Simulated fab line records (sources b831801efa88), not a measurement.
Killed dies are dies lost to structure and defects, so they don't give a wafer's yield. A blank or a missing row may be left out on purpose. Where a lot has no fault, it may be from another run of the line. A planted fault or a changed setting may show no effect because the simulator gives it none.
Chamber matching | flow gf180mcu | GF_V3_CMP_26 on cmp-01: 4 sister chambers
The step polishes, stops on SiO2, t overpolish 15 s, target thk 0 nm. 4 wafers are shown with their chamber, then 8 later ones without.

== WAFERS PAIRED WITH THEIR CHAMBERS ==
wafer  | chamber | motorCurrentA (A)
L745.3 | 2       | 10.1
L748.1 | 0       | 12.5
L748.6 | 3       | 12.3
L753.3 | 1       | 11.1

== WAFERS WHOSE CHAMBER IS MISSING ==
wafer  | motorCurrentA (A)
L753.4 | 9.8
L753.6 | 12.2
L755.2 | 12.7
L755.3 | 10.0
L755.5 | 12.3
L756.3 | 11.8
L756.4 | 9.7
L756.6 | 9.4

== THE CHAMBER EACH PASSED THROUGH ==
wafer  | from the rows above          | in truth
L753.4 | 2                            | 2
L753.6 | can't be placed: 3 or 0      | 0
L755.2 | can't be placed: 0 or 3      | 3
L755.3 | 2                            | 2
L755.5 | can't be placed: 3 or 0      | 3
L756.3 | can't be placed: 3 or 0 or 1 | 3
L756.4 | 2                            | 2
L756.6 | 2                            | 2
4 of 8 placed correctly. Unplaceable from these rows: 4, with the true chamber sitting among the candidates in 4. Placed wrongly: 0.
How it was worked out, from the rows above alone: a wafer's distance from a chamber is the root of the sum, over the readings, of the square of ((its reading less the chamber's mean) divided by the reading's scatter). If the next closest chamber is less than 2 further off than the closest, the wafer can't be placed; otherwise it belongs to the closest. The mean given for a chamber averages the wafers shown for that chamber. The scatter: with one shown wafer a chamber, the root of the mean of the squares of how far each hidden wafer lies from its nearest shown one.
